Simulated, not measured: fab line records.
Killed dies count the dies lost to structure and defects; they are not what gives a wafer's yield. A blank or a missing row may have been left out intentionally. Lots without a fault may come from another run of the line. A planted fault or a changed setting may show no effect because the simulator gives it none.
fab line records | flow gf180mcu
record: lots: 6 | wafers: 18 | lastDay: 34
route steps=602 shown M3@428 V3@429
lots that met no fault: taken from a fault-free run of the same line
startH: hours from the record's first day to the start of the lot's first wafer shown | waitH: hours from the lot's prior step to this one | " unchanged from the row above | L1.1+2: several wafers, shown together as one row | - no value present, or no start provided | * or withheld: withheld | < > ~ a bound
route shown NAME@n: a module of which the file shows steps, and the number in the route of the first | usual: the fault-free wafers' mean and standard deviation | same: alike in all rows | chamber/n: place in a boat | sites: the reading at each site | _std_site: standard deviation of those values | _edge_site: the outer-site mean with the inner-site mean subtracted | radiusMm: how far each site lies from the wafer's centre | mask NAME#n: copy n | behind: the tool/chamber that last shaped the wafer | hold: reason for holding the lot/hours on hold/outcome of the hold | device: the transistor (n, p or np) that didn't switch | end of line: tests of these same wafers at the route's end | step lacking rows: just its recipe | killed: dies lost to structure and defects at the first sort, not the wafer's yield | map: per-die view of a wafer (x killed, . not killed, _ where there is no die)
set.NAME: the setting as run; set.NAME@STEP: as run at that earlier step | model.NAME: the simulator's own value behind a step, which no gauge read
lots seen at some steps along the route; tables by step, rows by wafer
services: from which hour (startH, from the record's first day; less than 0 if before it) a tool's chamber was out of use, for how many hours, and why
== steps ==
step: GF_M3_CLEAN_19
recipe: chemistry: DIW | dry: n2Spin
step: GF_V3_CVD_00
recipe: material: SiO2 | targetThkNm: 600 | sigmaOpenFrac: 0.3 | tempC: 400 | timeS: 100 | sih4FlowSccm: 60 | pressureMtorr: 6
step: GF_V3_THK_MEAS_01
recipe: reads: SiO2_of_V3_CVD_00
usual: V3_CVD_00_THK: 598/7
lot.wafer | tool         | chamber | startH | waitH | V3_CVD_00_THK[nm]
L647.4    | filmMetro-01 | -       | 515.50 | 0.0   | 594
L647.5    | "            | -       | "      | "     | 589
L647.6    | "            | -       | "      | "     | 604
L651.1    | filmMetro-03 | -       | 554.51 | 0.0   | 599
L651.5    | "            | -       | "      | "     | 599
L651.6    | "            | -       | "      | "     | 596
L663.1    | filmMetro-01 | -       | 640.87 | 0.0   | 600
L663.4    | "            | -       | "      | "     | 605
L663.6    | "            | -       | "      | "     | 602
L664.1    | filmMetro-04 | -       | 647.00 | 0.0   | 594
L664.3    | "            | -       | "      | "     | 593
L664.4    | "            | -       | "      | "     | 591
L665.4    | filmMetro-03 | -       | 656.89 | 0.0   | 603
L665.5    | "            | -       | "      | "     | 593
L665.6    | "            | -       | "      | "     | 600
L666.1    | filmMetro-03 | -       | 661.06 | 0.0   | 609
L666.2    | "            | -       | "      | "     | 607
L666.5    | "            | -       | "      | "     | 604
step: GF_V3_CVD_02
recipe: material: SiO2 | targetThkNm: 850 | precursor: TEOS | tempC: 400 | timeS: 94.851 | rfW: 600
usual: heaterPowerW: 625/100
same: timeS: 94.851
lot.wafer | tool     | chamber | startH | waitH | heaterPowerW
L647.4    | pecvd-04 | 2       | 515.57 | 0.1   | 575
L647.5    | "        | 0       | "      | "     | 625
L647.6    | "        | 1       | "      | "     | 682
L651.1    | pecvd-03 | 1       | 554.57 | 0.1   | 506
L651.5    | "        | 1       | "      | "     | 543
L651.6    | "        | 2       | "      | "     | 619
L663.1    | pecvd-03 | 2       | 640.93 | 0.1   | 560
L663.4    | "        | 0       | "      | "     | 532
L663.6    | "        | 2       | "      | "     | 605
L664.1    | pecvd-03 | 1       | 647.06 | 0.1   | 493
L664.3    | "        | 2       | "      | "     | 578
L664.4    | "        | 2       | "      | "     | 624
L665.4    | pecvd-01 | 0       | 656.96 | 0.1   | 528
L665.5    | "        | 2       | "      | "     | 745
L665.6    | "        | 1       | "      | "     | 596
L666.1    | pecvd-01 | 2       | 661.12 | 0.1   | 747
L666.2    | "        | 0       | "      | "     | 640
L666.5    | "        | 2       | "      | "     | 821
step: GF_V3_THK_MEAS_03
recipe: reads: SiO2_of_V3_CVD_02
usual: V3_CVD_02_THK: 846/12
lot.wafer | tool         | chamber | startH | waitH | V3_CVD_02_THK[nm]
L647.4    | filmMetro-04 | -       | 515.63 | 0.0   | 843
L647.5    | "            | -       | "      | "     | 851
L647.6    | "            | -       | "      | "     | 861
L651.1    | filmMetro-03 | -       | 554.64 | 0.0   | 820
L651.5    | "            | -       | "      | "     | 830
L651.6    | "            | -       | "      | "     | 842
L663.1    | filmMetro-03 | -       | 641.00 | 0.0   | 823
L663.4    | "            | -       | "      | "     | 858
L663.6    | "            | -       | "      | "     | 847
L664.1    | filmMetro-03 | -       | 647.13 | 0.0   | 824
L664.3    | "            | -       | "      | "     | 837
L664.4    | "            | -       | "      | "     | 836
L665.4    | filmMetro-01 | -       | 657.02 | 0.0   | 873
L665.5    | "            | -       | "      | "     | 861
L665.6    | "            | -       | "      | "     | 873
L666.1    | filmMetro-03 | -       | 661.19 | 0.0   | 849
L666.2    | "            | -       | "      | "     | 848
L666.5    | "            | -       | "      | "     | 861
step: GF_V3_CMP_04
recipe: material: SiO2 | downForcePsi: 4 | platenRpm: 60 | padVelocityMS: 0.94248
usual: headPressurePsi: 4.001/0.0082 | motorCurrentA: 12.9/1.4 | timeToEndpointS: 76/6.1
lot.wafer | tool   | chamber | startH | waitH | headPressurePsi | motorCurrentA | timeToEndpointS
L647.4    | cmp-01 | 2       | 515.66 | 0.0   | 3.997           | 11.6          | 75
L647.5    | "      | 2       | "      | "     | 3.992           | 11.8          | 76
L647.6    | "      | 3       | "      | "     | 4.009           | 15.1          | 92
L651.1    | cmp-01 | 0       | 555.05 | 0.4   | 4.002           | 12.3          | 70
L651.5    | "      | 1       | "      | "     | 4.011           | 12.0          | 77
L651.6    | "      | 2       | "      | "     | 3.997           | 12.0          | 72
L663.1    | cmp-01 | 2       | 641.06 | 0.1   | 4.006           | 12.0          | 58
L663.4    | "      | 3       | "      | "     | 4.000           | 15.2          | 81
L663.6    | "      | 2       | "      | "     | 4.006           | 11.5          | 68
L664.3    | cmp-02 | 0       | 647.19 | 0.0   | 3.992           | 13.3          | 68
L664.1    | "      | 1       | "      | "     | 3.994           | 11.6          | 67
L664.4    | "      | 2       | "      | "     | 4.002           | 13.7          | 70
L665.4    | cmp-02 | 0       | 657.10 | 0.1   | 4.002           | 12.9          | 83
L665.6    | "      | 3       | "      | "     | 4.002           | 12.8          | 78
L665.5    | "      | 0       | "      | "     | 4.008           | 12.8          | 80
L666.1    | cmp-02 | 3       | 661.30 | 0.1   | 4.003           | 12.6          | 71
L666.2    | "      | 1       | "      | "     | 4.008           | 12.2          | 81
L666.5    | "      | 3       | "      | "     | 4.008           | 13.0          | 79
step: GF_V3_BOW_MEAS_05
recipe: mode: bow
usual: V3_BOW: 116/8
lot.wafer | tool         | chamber | startH | waitH | V3_BOW[um]
L647.4    | filmMetro-04 | -       | 516.02 | 0.3   | 113
L647.5    | "            | -       | "      | "     | 113
L647.6    | "            | -       | "      | "     | 128
L651.1    | filmMetro-03 | -       | 555.20 | 0.1   | 118
L651.5    | "            | -       | "      | "     | 113
L651.6    | "            | -       | "      | "     | 132
L663.1    | filmMetro-01 | -       | 641.36 | 0.2   | 107
L663.4    | "            | -       | "      | "     | 137
L663.6    | "            | -       | "      | "     | 121
L664.1    | filmMetro-03 | -       | 647.49 | 0.2   | 112
L664.3    | "            | -       | "      | "     | 116
L664.4    | "            | -       | "      | "     | 107
L665.4    | filmMetro-03 | -       | 657.41 | 0.3   | 112
L665.5    | "            | -       | "      | "     | 109
L665.6    | "            | -       | "      | "     | 110
L666.1    | filmMetro-01 | -       | 661.55 | 0.2   | 113
L666.2    | "            | -       | "      | "     | 104
L666.5    | "            | -       | "      | "     | 109
step: GF_V3_DEHYDRATE_06
recipe: tempC: 200 | timeS: 60
step: GF_V3_HMDS_07
recipe: primeTimeS: 60 | primeTempC: 120
step: GF_V3_COAT_08
recipe: resist: BARC | tempC: withheld | timeS: withheld | spinRpm: withheld | resistThkNm: withheld
step: GF_V3_COAT_09
recipe: resist: KrF | spinRpm: withheld | resistThkNm: 1000
step: GF_V3_SOFTBAKE_10
recipe: tempC: 130 | timeS: 60 | resist: KrF
step: GF_V3_EXPOSE_11
recipe: maskId: Via3 | targetCdNm: 260 | na: 0.68 | sourceShape: conventional | sigmaOuter: 0.6 | doseMj: 38
usual: exposureDoseMJCm2: 37.95/0.048 | focusOffsetNm: 0.0/0.56 | na: 0.68/0
lot.wafer | tool          | chamber | startH | waitH | mask   | exposureDoseMJCm2 | focusOffsetNm | na
L647.4    | krfScanner-01 | 0       | 528.09 | -     | Via3#0 | 37.99             | 1.4           | 0.68
L647.5    | "             | 0       | "      | "     | Via3#0 | 37.97             | 0.1           | 0.68
L647.6    | "             | 0       | "      | "     | Via3#0 | 37.97             | 0.2           | 0.68
L651.1    | krfScanner-02 | 0       | 566.99 | -     | Via3#0 | 37.92             | 0.1           | 0.68
L651.5    | "             | 0       | "      | "     | Via3#0 | 37.93             | -0.4          | 0.68
L651.6    | "             | 0       | "      | "     | Via3#0 | 37.95             | -0.4          | 0.68
L663.1    | krfScanner-02 | -       | 652.04 | -     | Via3#0 | -                 | -             | -
L663.4    | "             | -       | "      | "     | Via3#0 | -                 | -             | -
L663.6    | "             | -       | "      | "     | Via3#0 | -                 | -             | -
L664.1    | krfScanner-02 | -       | 657.66 | -     | Via3#0 | -                 | -             | -
L664.3    | "             | -       | "      | "     | Via3#0 | -                 | -             | -
L664.4    | "             | -       | "      | "     | Via3#0 | -                 | -             | -
L665.4    | krfScanner-01 | 0       | 666.97 | -     | Via3#0 | 37.89             | -0.3          | 0.68
L665.5    | "             | 0       | "      | "     | Via3#0 | 37.89             | -1.2          | 0.68
L665.6    | "             | 0       | "      | "     | Via3#0 | 37.91             | -0.2          | 0.68
L666.1    | krfScanner-01 | 0       | 671.49 | -     | Via3#0 | 37.93             | -0.6          | 0.68
L666.2    | "             | 0       | "      | "     | Via3#0 | 37.92             | -0.9          | 0.68
L666.5    | "             | 0       | "      | "     | Via3#0 | 37.97             | -0.6          | 0.68
step: GF_V3_PEB_12
recipe: pebTempC: 135 | pebTimeS: 90 | resist: KrF
== services ==
tool          | chamber | startH | hours | kind
pecvd-03      | -       | 503.32 | 2.6   | repair
pecvd-03      | 1       | 508.95 | 5.4   | repair
cmp-02        | -       | 527.60 | 2.9   | repair
krfScanner-01 | -       | 528.24 | 0.8   | pm
cmp-02        | -       | 529.61 | 3.0   | repair
krfScanner-01 | -       | 530.16 | 1.0   | pm
krfScanner-01 | -       | 534.24 | 3.6   | pm
cmp-01        | -       | 535.98 | 4.0   | repair
krfScanner-02 | -       | 537.80 | 1.3   | pm
cmp-01        | -       | 540.07 | 2.2   | repair
cmp-02        | -       | 547.31 | 1.2   | repair
cmp-01        | -       | 548.49 | 3.3   | pm
krfScanner-01 | -       | 559.08 | 1.3   | pm
krfScanner-01 | -       | 564.03 | 0.8   | pm
krfScanner-01 | -       | 564.78 | 6.0   | pm
cmp-02        | -       | 568.69 | 3.3   | repair
krfScanner-02 | -       | 570.78 | 0.8   | pm
krfScanner-02 | -       | 577.57 | 1.8   | repair
cmp-01        | -       | 577.85 | 4.0   | pm
pecvd-01      | -       | 616.95 | 2.8   | pm
krfScanner-02 | -       | 619.31 | 11.6  | pm
krfScanner-02 | -       | 640.64 | 1.0   | pm
pecvd-03      | -       | 664.12 | 2.8   | pm
cmp-02        | -       | 669.33 | 5.5   | pm
== key ==
firstSign: step: GF_V3_EXPOSE_11 | reading: toolRecord | direction: missing
effect none on later readings
metAt GF_V3_EXPOSE_11
struckWafers L663.1,L663.4,L663.6,L664.1,L664.3,L664.4
laterRowsLeftOut L663.1,L663.4,L663.6,L664.1,L664.3,L664.4
sortLeftOut L663.1,L663.4,L663.6,L664.1,L664.3,L664.4
onsetBetween 566.99 652.04
fault: kind: skippedStepWhole | tool: krfScanner-02 | chamber: - | onsetH: 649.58 | steps: GF_V3_EXPOSE_11 | scope: struckLotsOnly
sortLeftOut: the simulated sort isn't trusted on such a fault, so these wafers' sort isn't shown, and their yield isn't known
laterRowsLeftOut: the simulator's readings of these wafers behind a module that went badly wrong aren't trusted and aren't shown, but for the sort
